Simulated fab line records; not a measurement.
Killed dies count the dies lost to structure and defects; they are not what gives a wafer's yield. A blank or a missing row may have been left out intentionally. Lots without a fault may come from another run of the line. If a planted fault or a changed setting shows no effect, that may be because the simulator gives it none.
fab line records	flow sky130
[record] lots = 13	wafers = 39	last_day = 50
route steps=708 shown FIELD_ISO@5 VT_ADJUST_LVTN@107 VT_ADJUST_HVTR@139 SD_N@356
lots with no fault: from the same line, run without faults
start_h: start of the lot's first displayed wafer, in hours after the record's first day	wait_h: hours elapsed since this lot's preceding step	" repeats the value in the row above	L1.1+2: several wafers, shown together as one row	- no value, or no start given	* or withheld: withheld	< > ~ a bound
route shown NAME@n: a module of which the file shows steps, and the number in the route of the first	usual: the fault-free wafers' mean and standard deviation	same: alike in all rows	chamber/n: place in a boat	sites: each site's reading	_std_site: the standard deviation of these	_edge_site: the outer-site mean with the inner-site mean subtracted	radius_mm: for every site, how far away it sits from the centre of the wafer	mask NAME#n: copy n	behind: the tool/chamber that last shaped the wafer	hold: what put the lot on hold/how long, in hours/how the hold closed	device: names the non-switching transistor (n, p or np)	end of line: the same wafers' tests at the end of the route	where a step has no rows: the recipe by itself	killed: dies lost to structure and defects at the first sort, not the wafer's yield	map: per-die view of a wafer (x killed, . not killed, _ where there is no die)
set.NAME: setting as actually run; set.NAME@STEP: the setting as run at that earlier step	model.NAME: the simulator's own value behind a step, which no gauge read
steps of the route over a sample of lots; a table a step, a row a wafer
[[steps]]
[step SKY_FIELD_ISO_THK_MEAS_04]
[recipe] reads = Si3N4_of_FIELD_ISO_CVD_03
[usual] FIELD_ISO_CVD_03_THK = 165.4/1.5
lot.wafer	tool	chamber	start_h	wait_h	FIELD_ISO_CVD_03_THK[nm]
L974.2	film_metro-02	-	13.55	0.0	166.5
L974.3	"	-	"	"	166.2
L974.4	"	-	"	"	166.2
L975.1	film_metro-02	-	18.48	0.0	166.0
L975.2	"	-	"	"	166.3
L975.3	"	-	"	"	165.8
L976.1	film_metro-02	-	24.19	0.0	165.1
L976.3	"	-	"	"	165.3
L976.5	"	-	"	"	166.3
L977.2	film_metro-04	-	30.84	0.0	166.4
L977.3	"	-	"	"	166.9
L977.5	"	-	"	"	167.2
L978.1	film_metro-01	-	35.49	0.0	163.8
L978.2	"	-	"	"	164.0
L978.6	"	-	"	"	164.8
L985.1	film_metro-04	-	70.31	0.0	167.6
L985.3	"	-	"	"	165.6
L985.4	"	-	"	"	167.9
L987.3	film_metro-02	-	80.69	0.0	163.0
L987.4	"	-	"	"	163.6
L987.5	"	-	"	"	164.6
L990.2	film_metro-01	-	93.92	0.0	165.8
L990.4	"	-	"	"	167.0
L990.5	"	-	"	"	166.2
L992.1	film_metro-02	-	103.94	0.0	165.8
L992.2	"	-	"	"	166.4
L992.6	"	-	"	"	165.9
L994.2	film_metro-02	-	114.55	0.0	167.4
L994.3	"	-	"	"	166.6
L994.6	"	-	"	"	167.1
L995.1	film_metro-04	-	119.45	0.0	163.8
L995.4	"	-	"	"	162.4
L995.6	"	-	"	"	164.2
L996.2	film_metro-01	-	124.24	0.0	164.7
L996.4	"	-	"	"	164.6
L996.6	"	-	"	"	164.5
L997.2	film_metro-02	-	129.82	0.0	163.4
L997.4	"	-	"	"	164.8
L997.5	"	-	"	"	165.9
[step SKY_VT_ADJUST_LVTN_TW_MEAS_10]
[usual] VT_ADJUST_LVTN_TW = 239.3/2.1
lot.wafer	tool	chamber	start_h	wait_h	VT_ADJUST_LVTN_TW
L974.2	film_metro-03	-	157.04	0.1	238.7
L974.3	"	-	"	"	240.5
L974.4	"	-	"	"	240.1
L975.1	film_metro-04	-	164.04	0.1	236.2
L975.2	"	-	"	"	236.5
L975.3	"	-	"	"	236.6
L976.1	film_metro-04	-	165.38	0.1	236.9
L976.3	"	-	"	"	236.5
L976.5	"	-	"	"	236.0
L977.2	film_metro-03	-	168.25	0.1	240.0
L977.3	"	-	"	"	240.7
L977.5	"	-	"	"	240.6
L978.1	film_metro-03	-	170.68	0.1	239.2
L978.2	"	-	"	"	239.1
L978.6	"	-	"	"	239.5
L985.1	film_metro-04	-	211.68	0.1	237.9
L985.3	"	-	"	"	237.9
L985.4	"	-	"	"	237.8
L987.3	film_metro-02	-	223.50	0.1	238.9
L987.4	"	-	"	"	239.8
L987.5	"	-	"	"	239.1
L990.2	film_metro-04	-	243.00	0.1	235.8
L990.4	"	-	"	"	236.4
L990.5	"	-	"	"	236.6
L992.1	film_metro-03	-	257.62	0.1	241.1
L992.2	"	-	"	"	240.6
L992.6	"	-	"	"	240.8
L994.2	film_metro-03	-	280.98	0.1	240.9
L994.3	"	-	"	"	240.6
L994.6	"	-	"	"	242.6
L995.1	film_metro-04	-	296.19	0.1	236.8
L995.4	"	-	"	"	235.9
L995.6	"	-	"	"	236.2
L996.2	film_metro-03	-	302.48	0.1	241.2
L996.4	"	-	"	"	241.2
L996.6	"	-	"	"	240.4
L997.2	film_metro-04	-	303.95	0.1	237.3
L997.4	"	-	"	"	237.2
L997.5	"	-	"	"	236.1
[step SKY_VT_ADJUST_HVTR_OVL_MEAS_08]
[usual] VT_ADJUST_HVTR_OVL = 1.5/1.3
lot.wafer	tool	chamber	start_h	wait_h	VT_ADJUST_HVTR_OVL[nm]
L974.2	overlay-02	-	217.38	0.1	1.9
L974.3	"	-	"	"	1.9
L974.4	"	-	"	"	1.2
L975.1	overlay-01	-	225.87	0.1	1.5
L975.2	"	-	"	"	1.1
L975.3	"	-	"	"	2.3
L976.1	overlay-02	-	227.76	0.1	1.2
L976.3	"	-	"	"	3.1
L976.5	"	-	"	"	3.9
L977.2	overlay-02	-	232.02	0.1	1.9
L977.3	"	-	"	"	2.0
L977.5	"	-	"	"	-0.7
L978.1	overlay-02	-	234.72	0.1	3.3
L978.2	"	-	"	"	2.5
L978.6	"	-	"	"	3.0
L985.1	overlay-02	-	282.72	0.1	2.3
L985.3	"	-	"	"	1.1
L985.4	"	-	"	"	2.0
L987.3	overlay-01	-	296.44	0.1	0.9
L987.4	"	-	"	"	0.6
L987.5	"	-	"	"	1.0
L990.2	overlay-02	-	317.98	0.1	2.5
L990.4	"	-	"	"	1.8
L990.5	"	-	"	"	1.4
L992.1	overlay-01	-	333.92	0.1	-0.3
L992.2	"	-	"	"	-0.9
L992.6	"	-	"	"	-1.8
L994.2	overlay-01	-	360.18	0.1	0.6
L994.3	"	-	"	"	0.4
L994.6	"	-	"	"	-0.7
L995.1	overlay-02	-	377.62	0.1	2.8
L995.4	"	-	"	"	0.1
L995.6	"	-	"	"	1.0
L996.2	overlay-01	-	382.87	0.1	1.4
L996.4	"	-	"	"	2.6
L996.6	"	-	"	"	2.1
L997.2	overlay-02	-	384.93	0.1	2.3
L997.4	"	-	"	"	3.1
L997.5	"	-	"	"	3.0
[step SKY_SD_N_RTA_14]
[recipe] temp_c = 1075	time_s = 2	idle_temp_c = 650	ramp_up_c_per_s = 150	ramp_down_c_per_s = 90	ambient = N2
[usual] anneal_temp_c_max = 1080.4/1.9	lamp_power_pct = 15.74/0.051	wafer_temp_C_max = 1077.9/1.1
lot.wafer	tool	chamber	start_h	wait_h	anneal_temp_c_max	lamp_power_pct	wafer_temp_C_max
L974.2	rtp_anneal-02	0	676.57	0.0	1082.7	15.74	1075.6
L974.3	"	0	"	"	1082.9	15.71	1080.7
L974.4	"	0	"	"	1080.4	15.72	1076.3
L975.1	rtp_anneal-02	0	680.78	0.0	1080.7	15.66	1078.1
L975.2	"	0	"	"	1080.4	15.71	1078.5
L975.3	"	0	"	"	1082.6	15.74	1076.4
L976.1	rtp_anneal-01	0	681.01	0.0	1078.5	15.71	1076.2
L976.3	"	0	"	"	1079.6	15.75	1077.6
L976.5	"	0	"	"	1078.7	15.84	1077.6
L978.1	rtp_anneal-02	0	688.58	0.0	1081.2	15.76	1078.4
L978.2	"	0	"	"	1083.1	15.75	1078.6
L978.6	"	0	"	"	1083.0	15.73	1077.0
L977.2	rtp_anneal-01	0	688.71	0.0	1078.8	15.78	1077.4
L977.3	"	0	"	"	1078.2	15.68	1078.2
L977.5	"	0	"	"	1078.1	15.72	1078.9
L985.1	rtp_anneal-02	0	735.92	0.0	1081.2	15.69	1076.4
L985.3	"	0	"	"	1084.4	15.75	1077.0
L985.4	"	0	"	"	1081.1	15.74	1077.9
L987.3	rtp_anneal-02	0	765.23	0.0	1082.8	15.67	1080.7
L987.4	"	0	"	"	1084.8	15.73	1079.4
L987.5	"	0	"	"	1084.0	15.69	1077.2
L990.2	rtp_anneal-01	0	774.28	0.0	1078.3	15.69	1077.9
L990.4	"	0	"	"	1078.8	15.66	1077.7
L990.5	"	0	"	"	1079.1	15.68	1076.9
L992.1	rtp_anneal-01	0	785.77	0.0	1079.1	15.76	1078.7
L992.2	"	0	"	"	1078.4	15.78	1079.6
L992.6	"	0	"	"	1078.9	15.73	1075.9
L994.2	rtp_anneal-01	0	810.33	0.0	1079.2	15.77	1078.6
L994.3	"	0	"	"	1078.1	15.65	1078.1
L994.6	"	0	"	"	1081.2	15.77	1079.7
L995.1	rtp_anneal-02	0	830.55	0.0	1079.9	15.72	1078.7
L995.4	"	0	"	"	1082.1	15.77	1077.0
L995.6	"	0	"	"	1080.8	15.79	1078.3
L996.2	rtp_anneal-01	0	831.53	0.0	1078.3	15.72	1077.3
L996.4	"	0	"	"	1079.0	15.70	1079.1
L996.6	"	0	"	"	1078.3	15.75	1079.0
L997.2	rtp_anneal-02	0	834.51	0.0	1082.3	15.72	1079.0
L997.4	"	0	"	"	1081.5	15.85	1076.6
L997.5	"	0	"	"	1078.8	15.74	1079.7
[step SKY_SD_N_RS_MEAS_16]
[recipe] thk_meas_gauge = four-point-probe
[usual] SD_N_RS = 68.55/0.11
lot.wafer	tool	chamber	start_h	wait_h	hold	SD_N_RS[ohm/sq]
L974.2	film_metro-03	-	676.75	0.1	-	68.51
L974.3	"	-	"	"	-	68.32
L974.4	"	-	"	"	-	68.59
L975.1	film_metro-01	-	680.95	0.1	-	68.74
L975.2	"	-	"	"	-	68.56
L975.3	"	-	"	"	-	68.70
L976.1	film_metro-03	-	681.18	0.1	-	68.60
L976.3	"	-	"	"	-	68.51
L976.5	"	-	"	"	-	68.38
L978.1	film_metro-04	-	688.76	0.1	-	68.44
L978.2	"	-	"	"	-	68.49
L978.6	"	-	"	"	-	68.46
L977.2	film_metro-01	-	688.89	0.1	-	68.68
L977.3	"	-	"	"	-	68.68
L977.5	"	-	"	"	-	68.55
L985.1	film_metro-04	-	736.09	0.1	await_dispo/0.2h/release	51.40
L985.3	"	-	"	"	await_dispo/0.2h/release	51.41
L985.4	"	-	"	"	await_dispo/0.2h/release	51.40
L985.1	film_metro-04	-	736.45	0.3	-	51.34
L985.3	"	-	"	"	-	51.35
L985.4	"	-	"	"	-	51.43
L987.3	film_metro-03	-	765.43	0.1	await_dispo/0.2h/release	51.22
L987.4	"	-	"	"	await_dispo/0.2h/release	51.24
L987.5	"	-	"	"	await_dispo/0.2h/release	51.29
L987.3	film_metro-03	-	765.79	0.3	-	51.30
L987.4	"	-	"	"	-	51.21
L987.5	"	-	"	"	-	51.25
L990.2	film_metro-01	-	774.46	0.1	-	68.51
L990.4	"	-	"	"	-	68.51
L990.5	"	-	"	"	-	68.49
L992.1	film_metro-03	-	785.94	0.1	-	68.53
L992.2	"	-	"	"	-	68.54
L992.6	"	-	"	"	-	68.47
L994.2	film_metro-03	-	810.51	0.1	-	68.63
L994.3	"	-	"	"	-	68.61
L994.6	"	-	"	"	-	68.50
L995.1	film_metro-03	-	830.72	0.1	-	68.56
L995.4	"	-	"	"	-	68.65
L995.6	"	-	"	"	-	68.52
L996.2	film_metro-03	-	831.72	0.1	-	68.56
L996.4	"	-	"	"	-	68.63
L996.6	"	-	"	"	-	68.70
L997.2	film_metro-01	-	834.69	0.1	-	68.39
L997.4	"	-	"	"	-	68.49
L997.5	"	-	"	"	-	68.47
[[key]]
[first_sign] step = SKY_SD_N_RS_MEAS_16	reading = visit	direction = added
[effect] step = SKY_SD_N_RS_MEAS_16	reading = SD_N_RS	direction = down	sigmas = 99+	usual = 68.55	struck = 51.33
met_at SKY_SD_N_RTA_14
struck_lots L985,L987
scrapped_behind SKY_SD_N_RS_MEAS_16 L985.1,L985.3,L985.4,L987.3,L987.4,L987.5
not_acting_at SKY_FIELD_ISO_THK_MEAS_04,SKY_VT_ADJUST_LVTN_TW_MEAS_10,SKY_VT_ADJUST_HVTR_OVL_MEAS_08
onset_between 688.58 735.92
[fault] kind = process_parameter_drift	tool = rtp_anneal-02	chamber = -	onset_h = 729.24	steps = SKY_SD_N_RTA_14	channel = time_s	offset = *	shape = step	end_h = 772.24	acts_in = *	stated = *
